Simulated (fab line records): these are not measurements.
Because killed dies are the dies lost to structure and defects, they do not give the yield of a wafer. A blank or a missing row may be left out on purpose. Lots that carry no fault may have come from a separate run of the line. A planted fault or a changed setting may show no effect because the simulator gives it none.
Commonality check across tools ; flow gf180mcu ; Sampled: 11 lots, 39 wafers

WHY THIS WAS OPENED
2 of 11 lots carry a flag on the reading NSD_RS at GF_PSD_RS_MEAS_14. Wafers without a fault read 46.17 ohm/sq, standard deviation 0.096.
Rule: a lot gets a flag if all its wafers with a number sit over 4 standard deviations from that mean, or if no wafer of it has a number. As for the other lots, they are considered sound.

lot;measured;on;NSD_RS (ohm/sq), wafer by wafer;flag
L321;day 14 10:13;film_metro-03;46.22 46.21 46.32;
L322;day 14 23:50;film_metro-02;46.18 46.12 46.15;
L324;day 16 02:20;film_metro-01;46.03 46.07 46.13;
L325;day 16 13:50;film_metro-03;44.65 44.70 44.78 44.77 44.67 44.71;FLAGGED
L327;day 16 21:29;film_metro-03;44.70 44.78 44.83 44.77 44.67 44.68;FLAGGED
L328;day 17 12:58;film_metro-03;46.29 46.16 46.23;
L336;day 19 22:58;film_metro-03;46.23 46.26 46.12;
L337;day 20 07:53;film_metro-03;46.14 46.12 46.19;
L339;day 21 01:26;film_metro-02;46.01 46.03 45.96;
L340;day 21 09:26;film_metro-03;46.37 46.26 46.29;
L341;day 21 14:27;film_metro-01;46.19 46.12 46.17;
The numbers of the flagged lots are 44.73 ohm/sq on average: -1.44 ohm/sq against the usual, or -15 standard deviations.

WHICH TOOL EACH LOT WENT THROUGH
4 process steps preceding the reading are held in the record, out of 602 steps in the route. In each cell: the tool, then ch and the chambers that the sampled wafers went through, then the start.
lot;flag;GF_HV_LDD_STRIP_10;GF_HV_LDD_STRIP_37;GF_NSD_IMPLANT_09;GF_NSD_STRIP_11
L321;;plasma_asher-04 ch 0,1, day 10 05:55;plasma_asher-01 ch 0,1, day 11 18:19;implanter-02 ch 0, day 13 12:51;plasma_asher-03 ch 0,1, day 13 13:08
L322;;plasma_asher-04 ch 0,1, day 10 15:59;plasma_asher-04 ch 0,1, day 12 06:28;implanter-04 ch 0, day 14 01:49;plasma_asher-02 ch 0,1, day 14 02:04
L324;;plasma_asher-04 ch 0,1, day 11 14:32;plasma_asher-04 ch 0,1, day 13 07:26;implanter-02 ch 0, day 15 04:11;plasma_asher-01 ch 0,1, day 15 04:29
L325;FLAGGED;plasma_asher-04 ch 0,1, day 12 00:23;plasma_asher-03 ch 0,1, day 13 17:27;implanter-02 ch 0, day 15 15:27;plasma_asher-03 ch 0,1, day 15 15:45
L327;FLAGGED;plasma_asher-03 ch 0,1, day 12 08:14;plasma_asher-03 ch 0, day 14 00:48;implanter-02 ch 0, day 15 22:19;plasma_asher-02 ch 0,1, day 15 22:36
L328;;plasma_asher-03 ch 0,1, day 12 21:09;plasma_asher-01 ch 0,1, day 14 15:32;implanter-04 ch 0, day 16 14:08;plasma_asher-03 ch 0,1, day 16 14:25
L336;;plasma_asher-03 ch 0,1, day 14 23:15;plasma_asher-03 ch 0, day 16 20:13;implanter-02 ch 0, day 18 22:05;plasma_asher-03 ch 1, day 18 22:23
L337;;plasma_asher-01 ch 0,1, day 15 07:00;plasma_asher-04 ch 0,1, day 17 03:39;implanter-03 ch 0, day 19 06:13;plasma_asher-02 ch 0,1, day 19 06:29
L339;;plasma_asher-01 ch 0,1, day 15 23:06;plasma_asher-04 ch 0,1, day 17 20:47;implanter-03 ch 0, day 20 00:36;plasma_asher-03 ch 0,1, day 20 00:54
L340;;plasma_asher-04 ch 0,1, day 16 05:53;plasma_asher-04 ch 0,1, day 18 04:54;implanter-03 ch 0, day 20 08:53;plasma_asher-01 ch 0,1, day 20 09:11
L341;;plasma_asher-04 ch 0,1, day 16 12:09;plasma_asher-03 ch 0,1, day 18 10:23;implanter-02 ch 0, day 20 13:50;plasma_asher-01 ch 0,1, day 20 14:08
What the steps here do:
- GF_HV_LDD_STRIP_10: strips in O2/N2.
- GF_HV_LDD_STRIP_37: strips in O2/N2.
- GF_NSD_IMPLANT_09
- GF_NSD_STRIP_11: strips in O2/N2.
- GF_PSD_RS_MEAS_14: measures by four-point-probe.

FLAGGED OVER TOTAL, TOOL BY TOOL (the gauges that took the reading come last)
step;tool;lots run;flagged;share of the flagged lots;sound lots run after its first flagged lot
GF_HV_LDD_STRIP_10;plasma_asher-01;2;0;none;-
GF_HV_LDD_STRIP_10;plasma_asher-03;3;1;some;2 (L328,L336)
GF_HV_LDD_STRIP_10;plasma_asher-04;6;1;some;2 (L340,L341)
GF_HV_LDD_STRIP_37;plasma_asher-01;2;0;none;-
GF_HV_LDD_STRIP_37;plasma_asher-03;4;2;all;2 (L336,L341)
GF_HV_LDD_STRIP_37;plasma_asher-04;5;0;none;-
GF_NSD_IMPLANT_09;implanter-02;6;2;all;2 (L336,L341)
GF_NSD_IMPLANT_09;implanter-03;3;0;none;-
GF_NSD_IMPLANT_09;implanter-04;2;0;none;-
GF_NSD_STRIP_11;plasma_asher-01;3;0;none;-
GF_NSD_STRIP_11;plasma_asher-02;3;1;some;1 (L337)
GF_NSD_STRIP_11;plasma_asher-03;5;1;some;3 (L328,L336,L339)
GF_PSD_RS_MEAS_14;film_metro-01;2;0;none;-
GF_PSD_RS_MEAS_14;film_metro-02;2;0;none;-
GF_PSD_RS_MEAS_14;film_metro-03;7;2;all;4 (L328,L336,L337,L340)

WHAT IS ALLOWED BY THE TABLE
Every flagged lot was run by 3 rows of the table: plasma_asher-03 at GF_HV_LDD_STRIP_37, implanter-02 at GF_NSD_IMPLANT_09 and film_metro-03 at GF_PSD_RS_MEAS_14.
- plasma_asher-03 at GF_HV_LDD_STRIP_37: 2 of its 4 lots flagged. Sound lots ran on it after the first flagged one (L336, L341), which a lasting fault on the whole tool wouldn't allow.
- implanter-02 at GF_NSD_IMPLANT_09: 2 of its 6 lots flagged. Sound lots ran on it after the first flagged one (L336, L341), which a lasting fault on the whole tool wouldn't allow. Its own readings (beam_energy_keV) fall more than 4 standard deviations out on all wafers of the flagged lots.
- film_metro-03 at GF_PSD_RS_MEAS_14: 2 of its 7 lots flagged. Sound lots ran on it after the first flagged one (L328, L336, L337, L340), which a lasting fault on the whole tool wouldn't allow.
There is no row in the table that ran each flagged lot and no sound lot after the first.

WHAT THE SIMULATOR HAD PUT IN
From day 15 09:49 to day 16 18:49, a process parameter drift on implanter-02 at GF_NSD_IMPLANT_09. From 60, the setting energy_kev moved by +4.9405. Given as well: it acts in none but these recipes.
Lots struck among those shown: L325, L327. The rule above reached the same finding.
